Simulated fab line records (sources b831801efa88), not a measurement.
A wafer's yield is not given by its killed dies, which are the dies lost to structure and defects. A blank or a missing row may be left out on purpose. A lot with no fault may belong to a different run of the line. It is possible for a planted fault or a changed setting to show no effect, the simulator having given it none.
Which tool did it? || flow gf180mcu || Sampling: 14 lots, 42 wafers, 5 of 602 route steps

== WHAT THE GAUGES READ, wafer by wafer ==
GF_STI_BOW_MEAS_00. Usual: INCOMING_BOW typically reads -1 um, with standard deviation 6.4.
{"lot": "L381", "measured": "day 1 10:00", "on": "film-metro-02", "INCOMING_BOW (um)": "-9 -4 -6", "flag": ""}
{"lot": "L382", "measured": "day 1 15:00", "on": "film-metro-02", "INCOMING_BOW (um)": "3 0 7", "flag": ""}
{"lot": "L383", "measured": "day 1 20:01", "on": "film-metro-02", "INCOMING_BOW (um)": "-10 -3 -1", "flag": ""}
{"lot": "L384", "measured": "day 2 01:00", "on": "film-metro-03", "INCOMING_BOW (um)": "7 7 7", "flag": ""}
{"lot": "L385", "measured": "day 2 06:00", "on": "film-metro-02", "INCOMING_BOW (um)": "-14 -10 6", "flag": ""}
{"lot": "L390", "measured": "day 3 07:01", "on": "film-metro-04", "INCOMING_BOW (um)": "2 1 0", "flag": ""}
{"lot": "L395", "measured": "day 4 08:01", "on": "film-metro-03", "INCOMING_BOW (um)": "-6 -2 7", "flag": ""}
{"lot": "L396", "measured": "day 4 13:00", "on": "film-metro-02", "INCOMING_BOW (um)": "-8 7 -2", "flag": ""}
{"lot": "L399", "measured": "day 5 04:00", "on": "film-metro-02", "INCOMING_BOW (um)": "-8 2 11", "flag": ""}
{"lot": "L400", "measured": "day 5 09:04", "on": "film-metro-04", "INCOMING_BOW (um)": "-2 -4 -1", "flag": ""}
{"lot": "L401", "measured": "day 5 14:00", "on": "film-metro-02", "INCOMING_BOW (um)": "1 -8 2", "flag": ""}
{"lot": "L402", "measured": "day 5 19:00", "on": "film-metro-02", "INCOMING_BOW (um)": "-5 2 2", "flag": ""}
{"lot": "L403", "measured": "day 6 00:01", "on": "film-metro-02", "INCOMING_BOW (um)": "-7 -3 -1", "flag": ""}
{"lot": "L404", "measured": "day 6 05:00", "on": "film-metro-03", "INCOMING_BOW (um)": "2 -5 -3", "flag": ""}

GF_LVPWELL_OVL_MEAS_07. Usual: LVPWELL_OVL typically reads -0.1 nm, with standard deviation 1.2.
{"lot": "L381", "measured": "day 3 19:41", "on": "overlay-01", "LVPWELL_OVL (nm)": "-0.2 -0.6 -2.5", "flag": ""}
{"lot": "L382", "measured": "day 4 02:14", "on": "overlay-01", "LVPWELL_OVL (nm)": "-1.0 -1.7 -0.1", "flag": ""}
{"lot": "L383", "measured": "day 4 07:09", "on": "overlay-01", "LVPWELL_OVL (nm)": "-0.7 -1.8 -2.9", "flag": ""}
{"lot": "L384", "measured": "day 4 13:56", "on": "overlay-01", "LVPWELL_OVL (nm)": "0.1 2.1 1.2", "flag": ""}
{"lot": "L385", "measured": "day 4 19:08", "on": "overlay-01", "LVPWELL_OVL (nm)": "-0.1 0.7 1.5", "flag": ""}
{"lot": "L390", "measured": "day 6 01:47", "on": "overlay-02", "LVPWELL_OVL (nm)": "0.8 0.8 2.1", "flag": ""}
{"lot": "L395", "measured": "day 7 03:14", "on": "overlay-02", "LVPWELL_OVL (nm)": "-0.6 -0.7 2.1", "flag": ""}
{"lot": "L396", "measured": "day 7 08:20", "on": "overlay-01", "LVPWELL_OVL (nm)": "-1.6 -1.4 -0.9", "flag": ""}
{"lot": "L399", "measured": "day 8 02:56", "on": "overlay-01", "LVPWELL_OVL (nm)": "-0.1 -0.2 -0.9", "flag": ""}
{"lot": "L400", "measured": "day 8 07:37", "on": "overlay-02", "LVPWELL_OVL (nm)": "-0.7 -0.7 0.4", "flag": ""}
{"lot": "L401", "measured": "day 8 14:20", "on": "overlay-02", "LVPWELL_OVL (nm)": "-0.5 -1.8 -1.3", "flag": ""}
{"lot": "L402", "measured": "day 8 21:14", "on": "overlay-02", "LVPWELL_OVL (nm)": "-1.2 -0.9 -2.5", "flag": ""}
{"lot": "L403", "measured": "day 9 01:23", "on": "overlay-01", "LVPWELL_OVL (nm)": "-1.5 -0.8 0.0", "flag": ""}
{"lot": "L404", "measured": "day 9 06:26", "on": "overlay-01", "LVPWELL_OVL (nm)": "0.9 1.4 0.0", "flag": ""}

GF_VT_IMPLANT_OVL_MEAS_40. Usual: VT_IMPLANT_03_OVL typically reads -0.7 nm, with standard deviation 1.4.
{"lot": "L381", "measured": "day 7 10:21", "on": "overlay-02", "VT_IMPLANT_03_OVL (nm)": "-0.5 -2.9 -0.3", "flag": ""}
{"lot": "L382", "measured": "day 7 19:42", "on": "overlay-01", "VT_IMPLANT_03_OVL (nm)": "-1.4 -0.9 -1.8", "flag": ""}
{"lot": "L383", "measured": "day 8 02:27", "on": "overlay-02", "VT_IMPLANT_03_OVL (nm)": "-1.5 -2.0 -3.5", "flag": ""}
{"lot": "L384", "measured": "day 8 10:36", "on": "overlay-01", "VT_IMPLANT_03_OVL (nm)": "-3.3 -0.4 -3.4", "flag": ""}
{"lot": "L385", "measured": "day 8 15:39", "on": "overlay-01", "VT_IMPLANT_03_OVL (nm)": "-0.5 -0.9 1.6", "flag": ""}
{"lot": "L390", "measured": "day 10 04:02", "on": "overlay-01", "VT_IMPLANT_03_OVL (nm)": "-2.5 -2.6 0.3", "flag": ""}
{"lot": "L395", "measured": "day 11 09:08", "on": "overlay-01", "VT_IMPLANT_03_OVL (nm)": "1.1 -0.2 -1.2", "flag": ""}
{"lot": "L396", "measured": "day 11 17:38", "on": "overlay-01", "VT_IMPLANT_03_OVL (nm)": "-2.7 -2.3 -4.2", "flag": ""}
{"lot": "L399", "measured": "day 12 15:20", "on": "overlay-01", "VT_IMPLANT_03_OVL (nm)": "-0.5 1.8 0.4", "flag": ""}
{"lot": "L400", "measured": "day 12 20:51", "on": "overlay-01", "VT_IMPLANT_03_OVL (nm)": "-1.9 -1.2 1.1", "flag": ""}
{"lot": "L401", "measured": "day 13 04:47", "on": "overlay-01", "VT_IMPLANT_03_OVL (nm)": "-1.9 0.1 1.0", "flag": ""}
{"lot": "L402", "measured": "day 13 12:23", "on": "overlay-01", "VT_IMPLANT_03_OVL (nm)": "2.2 1.8 -0.9", "flag": ""}
{"lot": "L403", "measured": "day 13 18:05", "on": "overlay-02", "VT_IMPLANT_03_OVL (nm)": "0.0 -1.0 -1.5", "flag": ""}
{"lot": "L404", "measured": "day 13 22:41", "on": "overlay-02", "VT_IMPLANT_03_OVL (nm)": "1.2 -1.1 0.6", "flag": ""}

== TOOL THAT RAN EACH LOT (tool first, then ch and the chambers of the sampled wafers, then the start) ==
{"lot": "L381", "GF_MVPSD_COAT_02": "litho-track-01 ch 0, day 4 15:54", "GF_MVPSD_STRIP_10": "plasma-asher-04 ch 0,1, day 4 22:58"}
{"lot": "L382", "GF_MVPSD_COAT_02": "litho-track-02 ch 0, day 4 22:44", "GF_MVPSD_STRIP_10": "plasma-asher-02 ch 0,1, day 5 06:41"}
{"lot": "L383", "GF_MVPSD_COAT_02": "litho-track-02 ch 0, day 5 04:07", "GF_MVPSD_STRIP_10": "plasma-asher-04 ch 0,1, day 5 12:19"}
{"lot": "L384", "GF_MVPSD_COAT_02": "litho-track-02 ch 0, day 5 11:56", "GF_MVPSD_STRIP_10": "plasma-asher-03 ch 0,1, day 5 19:25"}
{"lot": "L385", "GF_MVPSD_COAT_02": "litho-track-02 ch 0, day 5 16:14", "GF_MVPSD_STRIP_10": "plasma-asher-04 ch 0,1, day 6 00:17"}
{"lot": "L390", "GF_MVPSD_COAT_02": "litho-track-02 ch 0, day 7 00:16", "GF_MVPSD_STRIP_10": "plasma-asher-02 ch 0,1, day 7 08:34"}
{"lot": "L395", "GF_MVPSD_COAT_02": "litho-track-01 ch 0, day 8 03:04", "GF_MVPSD_STRIP_10": "plasma-asher-04 ch 0,1, day 8 11:53"}
{"lot": "L396", "GF_MVPSD_COAT_02": "litho-track-04 ch 0, day 8 09:32", "GF_MVPSD_STRIP_10": "plasma-asher-04 ch 0,1, day 8 18:38"}
{"lot": "L399", "GF_MVPSD_COAT_02": "litho-track-04 ch 0, day 9 04:47", "GF_MVPSD_STRIP_10": "plasma-asher-04 ch 0,1, day 9 13:58"}
{"lot": "L400", "GF_MVPSD_COAT_02": "litho-track-02 ch 0, day 9 09:07", "GF_MVPSD_STRIP_10": "plasma-asher-04 ch 0,1, day 9 18:22"}
{"lot": "L401", "GF_MVPSD_COAT_02": "litho-track-02 ch 0, day 9 16:23", "GF_MVPSD_STRIP_10": "plasma-asher-03 ch 0,1, day 10 01:32"}
{"lot": "L402", "GF_MVPSD_COAT_02": "litho-track-01 ch 0, day 10 00:09", "GF_MVPSD_STRIP_10": "plasma-asher-04 ch 0,1, day 10 09:13"}
{"lot": "L403", "GF_MVPSD_COAT_02": "litho-track-02 ch 0, day 10 04:22", "GF_MVPSD_STRIP_10": "plasma-asher-03 ch 0,1, day 10 13:31"}
{"lot": "L404", "GF_MVPSD_COAT_02": "litho-track-02 ch 0, day 10 09:29", "GF_MVPSD_STRIP_10": "plasma-asher-02 ch 0,1, day 10 18:52"}
- GF_MVPSD_COAT_02: resist thk 3000 nm.
- GF_MVPSD_STRIP_10: strips in O2/N2.

== AS READ BY THE TOOLS THEMSELVES (means over the sampled wafers that have a number; for cases with no such wafer, the mark the record gives instead) ==
GF_MVPSD_STRIP_10. Usual: drypump-motor-current-A 5.8 A, standard deviation 0.36; heater-power-w 323 W, standard deviation 12; oes-product-au 0.723 a.u., standard deviation 0.0043; strip-time-to-endpoint-s 37.04 s, standard deviation 0.088.
{"lot": "L381", "tool": "plasma-asher-04", "drypump-motor-current-A (A)": 5.9, "heater-power-w (W)": 320, "oes-product-au (a.u.)": 0.721, "strip-time-to-endpoint-s (s)": 36.92, "flag": ""}
{"lot": "L382", "tool": "plasma-asher-02", "drypump-motor-current-A (A)": 6.2, "heater-power-w (W)": 317, "oes-product-au (a.u.)": 0.721, "strip-time-to-endpoint-s (s)": 37.06, "flag": ""}
{"lot": "L383", "tool": "plasma-asher-04", "drypump-motor-current-A (A)": 5.8, "heater-power-w (W)": 332, "oes-product-au (a.u.)": 0.720, "strip-time-to-endpoint-s (s)": 37.00, "flag": ""}
{"lot": "L384", "tool": "plasma-asher-03", "drypump-motor-current-A (A)": 5.1, "heater-power-w (W)": 312, "oes-product-au (a.u.)": 0.728, "strip-time-to-endpoint-s (s)": 36.94, "flag": ""}
{"lot": "L385", "tool": "plasma-asher-04", "drypump-motor-current-A (A)": 5.8, "heater-power-w (W)": 331, "oes-product-au (a.u.)": 0.713, "strip-time-to-endpoint-s (s)": 14.45, "flag": "OFF"}
{"lot": "L390", "tool": "plasma-asher-02", "drypump-motor-current-A (A)": 6.2, "heater-power-w (W)": 316, "oes-product-au (a.u.)": 0.717, "strip-time-to-endpoint-s (s)": 14.46, "flag": "OFF"}
{"lot": "L395", "tool": "plasma-asher-04", "drypump-motor-current-A (A)": 5.8, "heater-power-w (W)": 335, "oes-product-au (a.u.)": 0.721, "strip-time-to-endpoint-s (s)": 37.02, "flag": ""}
{"lot": "L396", "tool": "plasma-asher-04", "drypump-motor-current-A (A)": 5.8, "heater-power-w (W)": 330, "oes-product-au (a.u.)": 0.725, "strip-time-to-endpoint-s (s)": 36.93, "flag": ""}
{"lot": "L399", "tool": "plasma-asher-04", "drypump-motor-current-A (A)": 5.9, "heater-power-w (W)": 329, "oes-product-au (a.u.)": 0.722, "strip-time-to-endpoint-s (s)": 36.97, "flag": ""}
{"lot": "L400", "tool": "plasma-asher-04", "drypump-motor-current-A (A)": 5.8, "heater-power-w (W)": 332, "oes-product-au (a.u.)": 0.721, "strip-time-to-endpoint-s (s)": 36.95, "flag": ""}
{"lot": "L401", "tool": "plasma-asher-03", "drypump-motor-current-A (A)": 5.3, "heater-power-w (W)": 326, "oes-product-au (a.u.)": 0.723, "strip-time-to-endpoint-s (s)": 37.07, "flag": ""}
{"lot": "L402", "tool": "plasma-asher-04", "drypump-motor-current-A (A)": 5.8, "heater-power-w (W)": 330, "oes-product-au (a.u.)": 0.726, "strip-time-to-endpoint-s (s)": 36.93, "flag": ""}
{"lot": "L403", "tool": "plasma-asher-03", "drypump-motor-current-A (A)": 5.2, "heater-power-w (W)": 317, "oes-product-au (a.u.)": 0.724, "strip-time-to-endpoint-s (s)": 37.04, "flag": ""}
{"lot": "L404", "tool": "plasma-asher-02", "drypump-motor-current-A (A)": 6.3, "heater-power-w (W)": 314, "oes-product-au (a.u.)": 0.724, "strip-time-to-endpoint-s (s)": 37.04, "flag": ""}

== THE ANSWER, worked out from the rows above alone ==
Rule: a lot is off if the mean of its wafers that have a number lies more than 3 standard deviations from the usual mean. Also off: a lot with no number at a reading for which 4 or more lots have one. The other lots that the step has rows for count as sound. First the gauges in route order, then the tools' own readings, where a lot's mean is used as printed above. At the first step where some lot is off, the reading lying furthest off is the one used; lots without a number count as furthest.
Off: L385, L390 (GF_MVPSD_STRIP_10, strip-time-to-endpoint-s).
A tool fits if, at that step or a process step before it, it ran every lot that is off, and no sound lot after the first of them. No candidate that was tried fits.

== WHAT HAD BEEN PUT IN BY THE SIMULATOR ==
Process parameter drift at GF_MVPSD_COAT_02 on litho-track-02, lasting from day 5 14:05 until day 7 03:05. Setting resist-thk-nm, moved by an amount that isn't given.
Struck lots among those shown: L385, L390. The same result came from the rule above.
